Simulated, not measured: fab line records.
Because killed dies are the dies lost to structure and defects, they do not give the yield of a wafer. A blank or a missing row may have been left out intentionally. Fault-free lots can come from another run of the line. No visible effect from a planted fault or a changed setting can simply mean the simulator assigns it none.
Which tool is to blame?	flow gf180mcu	Sampling: 6 lots, 18 wafers, 2 of 602 route steps

WHAT THE GAUGES READ, wafer by wafer
GF_V4_THK_MEAS_25: measures by xrf.
lot	measured	on	V4_W_THK (nm)
L628	day 24 10:24	film-metro-02	353 348 348
L630	day 25 04:42	film-metro-04	352 346 349
L632	day 25 22:10	film-metro-02	356 355 348
L634	day 27 00:26	film-metro-02	353 355 354
L639	day 28 11:26	film-metro-03	352 351 352
L644	day 30 00:26	film-metro-02	354 349 348

WHAT TOOL EACH LOT RAN ON (gives the tool, then ch and the chambers of the sampled wafers, and finally the start)
lot	GF_V3_ETCH_17
L628	rie-diel-03 ch 1,2,3, day 22 09:00
L630	rie-diel-04 ch 1,3, day 23 03:00
L632	rie-diel-03 ch 1,2,3, day 23 22:00
L634	rie-diel-02 ch 1,2,3, day 25 02:00
L639	rie-diel-03 ch 0,1, day 26 16:00
L644	rie-diel-03 ch 0,1,2, day 28 05:00
- GF_V3_ETCH_17: etches SiO2 in C4F8/O2/Ar, stops on TiN, target depth 635 nm.

THE ANSWER, worked out from the rows above alone
Rule: the lots themselves supply what counts as usual. Put in order of their means at a reading, lots are off if they are a third of the lots or fewer, leave a main group of 4 or more, and stand apart from it by a gap of 3 or more times the standard deviation of the main group's means; of several such gaps the widest counts. Not used: any main group whose means are identical at the precision the tables above print for the reading. A lot without any number at a reading at which 4 lots or more have one is off too. The other lots that the step has rows for count as sound.
None of the lots is off at any reading shown; this tells nothing.

WHAT HAD BEEN PUT IN BY THE SIMULATOR
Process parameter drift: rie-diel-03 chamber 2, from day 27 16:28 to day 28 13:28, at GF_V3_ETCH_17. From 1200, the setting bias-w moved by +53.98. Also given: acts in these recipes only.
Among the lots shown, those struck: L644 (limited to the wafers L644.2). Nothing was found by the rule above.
